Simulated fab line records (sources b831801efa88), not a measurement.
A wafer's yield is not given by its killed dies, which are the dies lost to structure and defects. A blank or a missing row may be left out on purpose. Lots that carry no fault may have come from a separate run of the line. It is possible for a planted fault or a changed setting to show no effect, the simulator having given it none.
Struck lot and sound lot, side by side | flow sky130 | 15 steps out of a route of 708
Sound: the wafers L457.1, L457.2, L457.5. Wafers struck: L463.1, L463.4, L463.5. At the end, the cause is stated.
Per side, at each step with rows, come the tool, then ch with its chambers, and then its first start. Under that, the readings that differ: sound wafers | struck wafers | difference of the means | sigmas: that difference in standard deviations of wafers without a fault.
alike: same words and numbers on both sides, and readings whose means sit less than 2 such deviations apart. not compared: any withheld reading, any reading some wafer has no value for, any bound like >300 that may hide the same value, and any number with overlapping values for which the record gives no deviation.
Wherever a step has rows on one side only, a row that says differs or no value, or a row with sigmas, the two part there. Non-overlapping numbers with no deviation appear without sigmas and do not part them. A reading that every wafer of one side lacks parts them only if that side has two wafers or more.

first, 3 steps without rows for these wafers: SKY_METAL2_EXPOSE_12 (exposes mask MM2, target cd 140 nm); SKY_METAL2_PEB_13; SKY_METAL2_DEVELOP_14 (develop time 60 s).
SKY_METAL2_CD_MEAS_15 targets a cd of 140 nm.
  sound on cd sem-02, day 36 07:21; struck on cd sem-02, day 38 02:05
  alike: cd nm
SKY_METAL2_OVL_MEAS_16:
  sound on overlay-02, day 36 07:28; struck on overlay-01, day 38 02:12
  alike: METAL2_OVL
SKY_METAL2_DESCUM_17: chemistry O2, time 8 s.
  sound on rie metal-03 ch 0,1, day 36 07:31; struck on rie metal-03 ch 0, day 38 02:14
  alike: drypump motor current A, oes product au
  not compared: rf hours counter h
SKY_METAL2_ETCH_18: etches BARC in N2/H2, stops on SiO2, time 45.9 s, target depth 60 nm.
  sound on rie metal-03 ch 0,1, day 36 07:32; struck on rie metal-03 ch 0, day 38 02:18
  alike: drypump motor current A, oes product au, throttle valve pct
  not compared: rf hours counter h
SKY_METAL2_METAL_ETCH_19: etches the open film in Cl2/BCl3, stops on SiO2, target depth 360 nm, time 78 s.
  sound on rie metal-03 ch 0,1, day 36 07:36; struck on rie metal-03 ch 0, day 38 02:26
  alike: bcl3 flow sccm, drypump motor current A, oes product au, throttle valve pct
  not compared: rf hours counter h
SKY_METAL2_STRIP_20: strips in O2/N2.
  sound on plasma asher-02 ch 0,1, day 36 07:41; struck on plasma asher-01 ch 1, day 38 02:37
  alike: drypump motor current A, oes product au, strip time to endpoint s
  not compared: rf hours counter h
then, 3 steps without rows for these wafers: SKY_METAL2_STRIP_21 (strips in post etch residue remover, time 1200 s); SKY_METAL2_CLEAN_22 (cleans in IPA, time 180 s); SKY_METAL2_CLEAN_23 (cleans in O3/DIW).
SKY_VIA2_HDPCVD_00: deposits SiO2, target thk 1180 nm, time 196.7 s.
  sound on hdpcvd-02 ch 0,1,2, day 36 08:17; struck on hdpcvd-02 ch 1,2, day 38 03:12
  reading                                  | sound          | struck         | difference | sigmas
  model.SiO2_of_VIA2_HDPCVD_00.thk nm (nm) | 1164 1175 1161 | 2139 2156 2148 | +981       |
  alike: sih4 flow sccm, susceptor temp C
SKY_VIA2_THK_MEAS_01:
  sound on film metro-02, day 36 08:25; struck on film metro-02, day 38 03:33
  reading              | sound          | struck         | difference | sigmas
  VIA2_HDPCVD_THK (nm) | 1164 1177 1161 | 2140 2156 2147 | +980       | +75
  not compared: hold
after that, 1 step had no rows for these wafers: SKY_PAD_OPEN_PROBE_99.

== WHERE THEY PART ==
Within this record, at SKY_VIA2_THK_MEAS_01 only.

WHY: whatever the simulator had introduced
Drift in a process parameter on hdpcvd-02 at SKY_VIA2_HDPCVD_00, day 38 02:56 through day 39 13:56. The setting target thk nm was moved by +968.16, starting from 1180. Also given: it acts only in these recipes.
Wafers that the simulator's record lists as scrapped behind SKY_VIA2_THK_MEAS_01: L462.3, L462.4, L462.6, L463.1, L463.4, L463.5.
